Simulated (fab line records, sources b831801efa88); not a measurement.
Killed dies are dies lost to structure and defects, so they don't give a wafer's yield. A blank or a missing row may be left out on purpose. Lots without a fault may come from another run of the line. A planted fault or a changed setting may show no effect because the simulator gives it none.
Which tool did it? | flow sky130 | 15 lots, 45 wafers sampled, at 1 step of a route of 708

WHAT THE GAUGES READ, wafer by wafer
The record holds no reading of a measuring or inspecting step that can be judged against a usual standard deviation.

WHICH TOOL RAN EACH LOT (tool, then ch and the chambers of the sampled wafers, then the start)
lot  | SKY_LOCAL_INTERCONNECT_DEVELOP_10
L873 | litho_track-02 ch 0, day 29 20:00
L875 | litho_track-03 ch 0, day 30 23:00
L877 | litho_track-03 ch 0, day 31 05:00
L878 | litho_track-01 ch 0, day 31 15:00
L879 | litho_track-01 ch 0, day 33 15:00
L880 | litho_track-01 ch 0, day 33 16:00
L881 | litho_track-03 ch 0, day 33 17:00
L883 | litho_track-02, day 33 18:00
L882 | litho_track-01, day 33 19:00
L884 | litho_track-03, day 34 03:00
L891 | litho_track-01 ch 0, day 37 06:00
L890 | litho_track-01 ch 0, day 37 08:00
L894 | litho_track-03 ch 0, day 37 13:00
L892 | litho_track-01 ch 0, day 37 13:00
L895 | litho_track-02 ch 0, day 37 14:00
- SKY_LOCAL_INTERCONNECT_DEVELOP_10: develop time 60 s.

WHAT THE TOOLS THEMSELVES READ (means of the sampled wafers that have a number; where no wafer has one, the mark that the record gives instead)
SKY_LOCAL_INTERCONNECT_DEVELOP_10.
lot  | tool           | chill_plate_temp_C (C)
L873 | litho_track-02 | 23.05
L875 | litho_track-03 | 23.15
L877 | litho_track-03 | 23.06
L878 | litho_track-01 | 22.91
L879 | litho_track-01 | 22.95
L880 | litho_track-01 | 23.07
L881 | litho_track-03 | 22.98
L883 | litho_track-02 | -
L882 | litho_track-01 | -
L884 | litho_track-03 | -
L891 | litho_track-01 | 23.03
L890 | litho_track-01 | 22.90
L894 | litho_track-03 | 23.07
L892 | litho_track-01 | 23.10
L895 | litho_track-02 | 22.82

THE ANSWER, worked out from the rows above alone
Rule: what is usual is taken from the lots themselves. Put in order of their means at a reading, lots are off if they are a third of the lots or fewer, leave a main group of 4 or more, and stand apart from it by a gap of 3 or more times the standard deviation of the main group's means; of several such gaps the widest counts. A main group whose means are all the same, to the digits that the tables above print for the reading, isn't used. A lot without any number at a reading at which 4 lots or more have one is off too. The other lots that the step has rows for count as sound. The gauges are gone through in route order, then the tools' own readings, and for those a lot's mean is taken as printed above. The first step at which some lot is off is used, and at that step the reading that is off furthest; a lot without a number counts as furthest.
Off: L883, L882, L884, at SKY_LOCAL_INTERCONNECT_DEVELOP_10 (chill_plate_temp_C). Without a number there: L883, L882, L884. The main group: mean 23.01 C, standard deviation 0.092.
A tool fits if, at that step or a process step before it, it ran every lot that is off, and no sound lot after the first of them. None of those tried fits.

WHAT THE SIMULATOR HAD PUT IN
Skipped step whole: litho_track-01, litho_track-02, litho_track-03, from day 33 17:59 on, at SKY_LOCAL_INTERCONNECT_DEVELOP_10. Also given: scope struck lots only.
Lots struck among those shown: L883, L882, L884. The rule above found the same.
